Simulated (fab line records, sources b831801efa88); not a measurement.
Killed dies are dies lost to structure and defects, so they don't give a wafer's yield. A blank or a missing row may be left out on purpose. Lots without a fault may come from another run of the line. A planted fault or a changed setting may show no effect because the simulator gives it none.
A struck lot beside a sound one | flow sky130 | 22 steps out of a route of 708
Sound: wafers L167.1, L167.4, L167.5. Struck: wafers L173.1, L173.2, L173.3. The cause comes at the end.
At each step with rows: each side's tool, then ch and its chambers, then its first start. Under that, the readings that differ: sound wafers | struck wafers | difference of the means | sigmas: that difference in standard deviations of wafers without a fault.
alike: readings whose means differ by less than 2 such deviations, and words and numbers that are the same on both sides. not compared: withheld readings, readings that some wafer has no value for, bounds like >300 that may hide the same value, and numbers for which the record gives no deviation and whose values overlap.
The two part at a step that has a row with sigmas, a row that says differs or no value, or rows on one side only. Numbers that don't overlap but have no deviation are shown without sigmas and don't part them. A reading that every wafer of one side lacks parts them only if that side has two wafers or more.

first, 1 step without rows for these wafers: SKY_NWELL_DEVELOP_22 (develop time 60 s).
SKY_NWELL_OVL_MEAS_23:
  sound on overlay-02, day 7 07:20; struck on overlay-02, day 8 21:56
  alike: NWELL_01_OVL
then, 1 step without rows for these wafers: SKY_NWELL_IMPLANT_24.
SKY_NWELL_STRIP_25: strips in O2/N2.
  sound on plasma_asher-01 ch 1, day 7 07:31; struck on plasma_asher-04 ch 0,1, day 8 22:07
  reading                      | sound             | struck            | difference | sigmas
  strip_time_to_endpoint_s (s) | 36.76 36.65 36.71 | 37.09 37.05 37.04 | +0.35      | +3
  alike: drypump_motor_current_A, oes_product_au
  not compared: rf_hours_counter_h
SKY_NWELL_TW_MEAS_26:
  sound on film_metro-01, day 7 07:37; struck on film_metro-02, day 8 22:13
  alike: NWELL_2_TW
then, 1 step without rows for these wafers: SKY_NWELL_CLEAN_27 (cleans in SC1/SC2, time 150 s).
SKY_NWELL_RTA_28: time 30 s.
  sound on rtp_anneal-01 ch 0, day 7 07:44; struck on rtp_anneal-01 ch 0, day 8 22:20
  alike: lamp_power_pct, wafer_temp_C_max
SKY_NWELL_RS_MEAS_29: measures by four-point-probe.
  sound on film_metro-02, day 7 07:50; struck on film_metro-03, day 8 22:26
  alike: NWELL_RS
SKY_NWELL_RS_MEAS_31: measures by four-point-probe.
  sound on film_metro-02, day 7 08:04; struck on film_metro-03, day 8 22:41
  alike: PWDE_RS
then, 2 steps without rows for these wafers: SKY_VT_ADJUST_HVTP_DEHYDRATE_00 (time 60 s); SKY_VT_ADJUST_HVTP_HMDS_01 (prime time 60 s).
SKY_VT_ADJUST_HVTP_COAT_02: resist thk 1140 nm.
  sound on litho_track-02 ch 0, day 7 17:37; struck on litho_track-04 ch 0, day 9 09:17
  reading                                             | sound                | struck               | difference | sigmas
  spin_speed_rpm (rpm)                                | 3000.5 3004.9 3002.5 | 3101.8 3100.3 3101.1 | +98.4      | +52
  model.NOVOLAK_of_VT_ADJUST_HVTP_COAT_02.thk_nm (nm) | 1146 1147 1144       | 1120 1117 1122       | -26        |
then, 3 steps without rows for these wafers: SKY_VT_ADJUST_HVTP_SOFTBAKE_03 (time 60 s); SKY_VT_ADJUST_HVTP_EXPOSE_04 (exposes mask HVTPM, target cd 380 nm); SKY_VT_ADJUST_HVTP_PEB_05.
SKY_VT_ADJUST_HVTP_DEVELOP_06: develop time 60 s.
  sound on litho_track-04 ch 0, day 8 04:11; struck on litho_track-04 ch 0, day 9 20:26
  reading                                             | sound          | struck         | difference | sigmas
  model.NOVOLAK_of_VT_ADJUST_HVTP_COAT_02.thk_nm (nm) | 1145 1146 1143 | 1120 1117 1122 | -25        |
SKY_VT_ADJUST_HVTP_CD_MEAS_07: target cd 380 nm.
  sound on cd_sem-02, day 8 04:20; struck on cd_sem-02, day 9 20:35
  alike: cd_nm
SKY_VT_ADJUST_HVTP_OVL_MEAS_08:
  sound on overlay-02, day 8 04:28; struck on overlay-02, day 9 20:43
  alike: VT_ADJUST_HVTP_OVL
then, 1 step without rows for these wafers: SKY_VT_ADJUST_HVTP_IMPLANT_09.
SKY_VT_ADJUST_HVTP_STRIP_10: strips in O2/N2.
  sound on plasma_asher-04 ch 0,1, day 8 04:38; struck on plasma_asher-04 ch 0,1, day 9 20:53
  reading                      | sound             | struck            | difference | sigmas
  strip_time_to_endpoint_s (s) | 14.24 14.25 14.23 | 13.94 13.89 13.97 | -0.31      | -9
  alike: drypump_motor_current_A, oes_product_au
  not compared: rf_hours_counter_h
SKY_VT_ADJUST_HVTP_TW_MEAS_11:
  sound on film_metro-02, day 8 04:44; struck on film_metro-01, day 9 20:59
  alike: VT_ADJUST_HVTP_TW
-- the record jumps here: 39 days lie between the struck wafers' starts before and after (it left off in module VT_ADJUST_HVTP and takes up again in module PAD_OPEN, whose first step shown is number 708 of the route) --
SKY_PAD_OPEN_PROBE_99:
  the record has rows for the struck wafers here (prober-01, day 49 06:41) and none for the sound ones

WHERE THEY PART
First at SKY_NWELL_STRIP_25; last, within this record, at SKY_PAD_OPEN_PROBE_99.

WHY: what the simulator had put in
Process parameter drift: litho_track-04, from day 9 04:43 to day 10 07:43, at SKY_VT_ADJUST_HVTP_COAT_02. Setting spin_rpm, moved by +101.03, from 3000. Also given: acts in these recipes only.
